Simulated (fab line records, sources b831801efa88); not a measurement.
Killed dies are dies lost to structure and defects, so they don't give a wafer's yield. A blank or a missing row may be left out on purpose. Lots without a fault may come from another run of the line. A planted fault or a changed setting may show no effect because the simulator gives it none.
Which tool did it? | flow sky130 | 12 lots, 36 wafers sampled, at 5 steps of a route of 708

WHAT THE GAUGES READ, wafer by wafer
SKY_METAL1_CD_MEAS_15: target cd 140 nm. Usual: cd_nm 140.1 nm, standard deviation 1.5.
lot  | measured     | on        | cd_nm (nm)        | flag
L540 | day 32 10:28 | cd_sem-01 | 138.1 140.0 139.0 |
L543 | day 33 10:43 | cd_sem-01 | 141.0 140.9 140.3 |
L546 | day 35 14:25 | cd_sem-01 | 137.0 137.1 137.9 |
L547 | day 35 15:54 | cd_sem-02 | 140.8 140.7 141.0 |
L550 | day 35 20:55 | cd_sem-01 | 137.3 138.2 138.5 |
L549 | day 36 01:07 | cd_sem-01 | 141.0 140.5 141.7 |
L552 | day 36 13:04 | cd_sem-01 | 141.0 138.2 139.6 |
L555 | day 38 12:50 | cd_sem-01 | 141.1 142.0 140.6 |
L562 | day 40 02:06 | cd_sem-01 | 141.3 141.1 141.0 |
L563 | day 40 21:18 | cd_sem-01 | 139.2 139.9 140.8 |

WHICH TOOL RAN EACH LOT (tool, then ch and the chambers of the sampled wafers, then the start)
lot  | SKY_SD_N_RTA_14                  | SKY_CONTACT_CMP_04            | SKY_CONTACT_ETCH_17                | SKY_METAL1_SPUTTER_03
L540 | rtp_anneal-02 ch 0, day 27 16:48 | cmp-01 ch 1,2,3, day 30 03:02 | rie_diel-01 ch 0,1,2, day 31 06:37 | pvd_sputter-01, day 31 08:04
L543 | rtp_anneal-01 ch 0, day 28 14:16 | cmp-02 ch 2,3, day 31 02:08   | rie_diel-04 ch 2,3, day 32 05:25   | pvd_sputter-01, day 32 07:16
L546 | rtp_anneal-02 ch 0, day 30 22:07 | cmp-01 ch 0,2,3, day 33 07:41 | rie_diel-02 ch 0,1,2, day 34 10:50 | pvd_sputter-01, day 34 12:14
L547 | rtp_anneal-01 ch 0, day 30 22:19 | cmp-02 ch 0,2,3, day 33 08:56 | rie_diel-04 ch 1,2,3, day 34 11:43 | pvd_sputter-04, day 34 13:07
L550 | rtp_anneal-01 ch 0, day 31 06:37 | cmp-02 ch 0,2, day 33 14:45   | rie_diel-01 ch 2,3, day 34 17:37   | pvd_sputter-03, day 34 19:07
L549 | rtp_anneal-02 ch 0, day 31 09:29 | cmp-01 ch 2,3, day 33 17:55   | rie_diel-04 ch 0,2, day 34 21:16   | pvd_sputter-04, day 34 22:40
L552 | rtp_anneal-01 ch 0, day 31 23:49 | cmp-02 ch 0,1, day 34 07:22   | rie_diel-01 ch 2,3, day 35 09:46   | pvd_sputter-01, day 35 11:10
L553 | rtp_anneal-01 ch 0, day 32 07:52 | cmp-01 ch 2,3, day 34 16:56   | rie_diel-01 ch 1,2, day 35 18:55   | -
L554 | rtp_anneal-02 ch 0, day 33 01:13 | cmp-02 ch 0,1, day 35 09:23   | rie_diel-01 ch 1,3, day 36 11:40   | -
L555 | rtp_anneal-01 ch 0, day 34 01:22 | cmp-02 ch 0,3, day 36 08:40   | rie_diel-01 ch 0,1,3, day 37 10:07 | pvd_sputter-03, day 37 11:31
L562 | rtp_anneal-02 ch 0, day 35 14:44 | cmp-02 ch 2,3, day 37 21:48   | rie_diel-02 ch 0,1,3, day 38 23:49 | pvd_sputter-04, day 39 01:13
L563 | rtp_anneal-02 ch 0, day 36 11:31 | cmp-02 ch 0,1,3, day 38 18:10 | rie_diel-01 ch 0,2,3, day 39 19:34 | pvd_sputter-04, day 39 20:59
- SKY_SD_N_RTA_14: time 2 s.
- SKY_CONTACT_CMP_04: polishes SiO2.
- SKY_CONTACT_ETCH_17: etches SiO2 in C4F8/O2/Ar, stops on Si3N4, target depth 340 nm.
- SKY_METAL1_SPUTTER_03: material Ti, target thk 5 nm, time 3.3 s.

WHAT THE TOOLS THEMSELVES READ (means of the sampled wafers that have a number; where no wafer has one, the mark that the record gives instead)
SKY_SD_N_RTA_14. Usual: lamp_power_pct 15.73 %, standard deviation 0.061; ramp_up_c_per_s 150.00, standard deviation 0.026; wafer_temp_C_max 1077.8, standard deviation 1.3.
lot  | tool          | lamp_power_pct (%) | ramp_up_c_per_s | wafer_temp_C_max | flag
L540 | rtp_anneal-02 | 15.75              | 150.02          | 1077.5           |
L543 | rtp_anneal-01 | 15.73              | 149.99          | 1076.2           |
L546 | rtp_anneal-02 | 15.74              | 149.97          | 1077.1           |
L547 | rtp_anneal-01 | 15.73              | 150.01          | 1078.0           |
L550 | rtp_anneal-01 | 15.76              | 150.01          | 1078.5           |
L549 | rtp_anneal-02 | 15.73              | 149.99          | 1078.8           |
L552 | rtp_anneal-01 | 15.74              | 150.00          | 1078.1           |
L553 | rtp_anneal-01 | 15.77              | 149.99          | 1077.6           |
L554 | rtp_anneal-02 | 15.75              | 150.00          | 1078.0           |
L555 | rtp_anneal-01 | 15.73              | 149.99          | 1078.5           |
L562 | rtp_anneal-02 | 15.72              | 149.99          | 1077.1           |
L563 | rtp_anneal-02 | 15.81              | 149.99          | 1077.2           |

SKY_CONTACT_CMP_04. Usual: edge_zone_pressure_frac 1.001, standard deviation 0.0048; head_pressure_psi 4.000 psi, standard deviation 0.0088; motor_current_A 11.8 A, standard deviation 0.88; time_to_endpoint_s 82 s, standard deviation 3.5.
lot  | tool   | edge_zone_pressure_frac | head_pressure_psi (psi) | motor_current_A (A) | time_to_endpoint_s (s) | flag
L540 | cmp-01 | 0.992                   | 4.006                   | 12.0                | 81                     |
L543 | cmp-02 | 1.003                   | 3.989                   | 11.6                | 85                     |
L546 | cmp-01 | 1.006                   | 4.001                   | 12.8                | 79                     |
L547 | cmp-02 | 0.999                   | 4.001                   | 12.0                | 88                     |
L550 | cmp-02 | 1.002                   | 4.002                   | 11.9                | 80                     |
L549 | cmp-01 | 1.000                   | 3.997                   | 12.2                | 75                     |
L552 | cmp-02 | 0.997                   | 4.006                   | 11.5                | 81                     |
L553 | cmp-01 | -                       | -                       | -                   | -                      | OFF
L554 | cmp-02 | -                       | -                       | -                   | -                      | OFF
L555 | cmp-02 | 1.005                   | 3.999                   | 11.5                | 80                     |
L562 | cmp-02 | 1.005                   | 3.999                   | 11.7                | 84                     |
L563 | cmp-02 | 0.999                   | 4.006                   | 11.1                | 84                     |

SKY_CONTACT_ETCH_17. Usual: oes_product_au 0.892 a.u., standard deviation 0.0049; rf_fwd_power_W 1487 W, standard deviation 6.2.
lot  | tool        | oes_product_au (a.u.) | rf_fwd_power_W (W) | flag
L540 | rie_diel-01 | 0.897                 | 1486               |
L543 | rie_diel-04 | 0.891                 | 1486               |
L546 | rie_diel-02 | 0.891                 | 1487               |
L547 | rie_diel-04 | 0.893                 | 1487               |
L550 | rie_diel-01 | 0.895                 | 1487               |
L549 | rie_diel-04 | 0.892                 | 1488               |
L552 | rie_diel-01 | 0.891                 | 1490               |
L553 | rie_diel-01 | 1.605                 | 1484               | OFF
L554 | rie_diel-01 | 1.620                 | 1487               | OFF
L555 | rie_diel-01 | 0.894                 | 1484               |
L562 | rie_diel-02 | 0.891                 | 1487               |
L563 | rie_diel-01 | 0.889                 | 1480               |

SKY_METAL1_SPUTTER_03. Usual: throttle_valve_pct 29.7 %, standard deviation 1.1.
lot  | tool           | throttle_valve_pct (%) | flag
L540 | pvd_sputter-01 | 30.0                   |
L543 | pvd_sputter-01 | 29.5                   |
L546 | pvd_sputter-01 | 29.8                   |
L547 | pvd_sputter-04 | 30.4                   |
L550 | pvd_sputter-03 | 28.7                   |
L549 | pvd_sputter-04 | 30.3                   |
L552 | pvd_sputter-01 | 29.9                   |
L555 | pvd_sputter-03 | 29.2                   |
L562 | pvd_sputter-04 | 29.1                   |
L563 | pvd_sputter-04 | 30.3                   |

THE ANSWER, worked out from the rows above alone
Rule: a lot is off if the mean of its wafers that have a number lies more than 3 standard deviations from the usual mean. A lot without any number at a reading at which 4 lots or more have one is off too. The other lots that the step has rows for count as sound. The gauges are gone through in route order, then the tools' own readings, and for those a lot's mean is taken as printed above. The first step at which some lot is off is used, and at that step the reading that is off furthest; a lot without a number counts as furthest.
Off: L553, L554, at SKY_CONTACT_CMP_04 (edge_zone_pressure_frac). Without a number there: L553, L554.
A tool fits if, at that step or a process step before it, it ran every lot that is off, and no sound lot after the first of them. None of those tried fits.

WHAT THE SIMULATOR HAD PUT IN
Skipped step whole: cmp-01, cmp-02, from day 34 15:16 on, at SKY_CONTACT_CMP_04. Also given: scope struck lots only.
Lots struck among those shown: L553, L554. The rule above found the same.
